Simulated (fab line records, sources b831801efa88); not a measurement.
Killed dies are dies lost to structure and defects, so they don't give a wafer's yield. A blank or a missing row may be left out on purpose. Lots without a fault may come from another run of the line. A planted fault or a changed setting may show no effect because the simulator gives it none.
Problem report in the 8D (eight disciplines) form, filled by code | flow gf180mcu | the parts of the form that need people (team, actions taken, sign-off) are left out

1. THE PROBLEM
NSD_RS at GF_PSD_RS_MEAS_14 reads a mean of 40.35 ohm/sq on 5 wafers of 2 lots; wafers without a fault read 46.09 ohm/sq with a standard deviation of 0.091. That is -63 standard deviations from the usual mean.
The step: measures by four-point-probe.
First seen on wafer L461.2, day 20 07:18, on film_metro-03. The record holds 36 wafers of 12 lots with a number at this step. Rule for "out", or "out of limits": more than 4 standard deviations from the usual mean. The other wafers with a number count as sound.

2. WHAT IT IS AND WHAT IT IS NOT
question                    | is                                     | is not
which readings at this step | NSD_RS                                 | -
which lots                  | L461, L462                             | L446, L447, L448, L449, L451, L457, L465, L466, L468, L469
which wafers of those lots  | L461.2, L461.3, L461.4, L462.3, L462.4 | L462.5
read on which gauges        | film_metro-03                          | film_metro-01, film_metro-02
when                        | from day 20 07:18                      | up to then (18 sound wafers); but 13 sound wafers of L462, L465, L466, L468, L469 came after

3. SUSPECTS, AND WHAT RULES EACH OUT
Counting: a tool at a process step up to the reading stays a suspect if it ran every lot that is out. Sound lots after the first of them don't rule it out here, since some wafers of a struck lot are sound.
- the gauge at GF_PSD_RS_MEAS_14: ruled out. All the wafers that are out were read on film_metro-03, but those of them that GF_PSD_RTA_13 has rows for are out there too, on other tools.
- plasma_asher-02 at GF_NSD_STRIP_11 (strips in O2/N2): kept. It ran every lot that is out, first L461 (day 19 06:44); its last sound lot up to then is L451 (day 15 18:22).
- rtp_anneal-01 at GF_PSD_RTA_13 (time 20 s): kept. It ran every lot that is out, first L461 (day 20 07:13); its last sound lot up to then is L457 (day 19 00:04). Its own readings are out on those wafers: run_length_s.
Left after counting: plasma_asher-02 at GF_NSD_STRIP_11, rtp_anneal-01 at GF_PSD_RTA_13.

4. THE CAUSE (what the simulator had put in)
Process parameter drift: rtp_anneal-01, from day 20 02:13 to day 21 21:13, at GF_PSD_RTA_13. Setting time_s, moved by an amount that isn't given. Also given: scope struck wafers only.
Counting left 2 suspects, and this tool is among them.

5. THE CHAIN OF EFFECTS, in route order
Each row: a reading whose mean over the struck wafers that have a number lies more than 3 standard deviations from the usual. Only readings for which the record gives a usual standard deviation are gone through. hours: the time from each lot's start at the first step in this table that gives one to its start at this step, as a median over the lots. sigmas: the change in usual standard deviations.
hours | step              | reading      | usual         | on struck wafers | change | sigmas
0     | GF_PSD_RTA_13     | run_length_s | 48.82 s       | 85.55            | +36.73 | +99 or more
0     | GF_PSD_RS_MEAS_14 | NSD_RS       | 46.09 ohm/sq  | 40.35            | -5.74  | -63
4     | GF_PSD_RS_MEAS_15 | PSD_RS       | 108.50 ohm/sq | 98.37            | -10.13 | -36
The process steps in it:
- GF_PSD_RTA_13: time 20 s.

6. WHAT WOULD HAVE CAUGHT IT SOONER
In this record the first reading out of limits at a measuring or inspecting step was taken at day 20 07:18, 5 hours after the fault began at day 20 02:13.
The tool's own readings at GF_PSD_RTA_13 were out on every struck wafer that the step has a row for (run_length_s): an alarm limit on them would have fired on the first of those.
Of the lots that are out (2), L462 began GF_PSD_RTA_13 on rtp_anneal-01 after day 20 07:18. A hold on the tool at that time would have spared it.
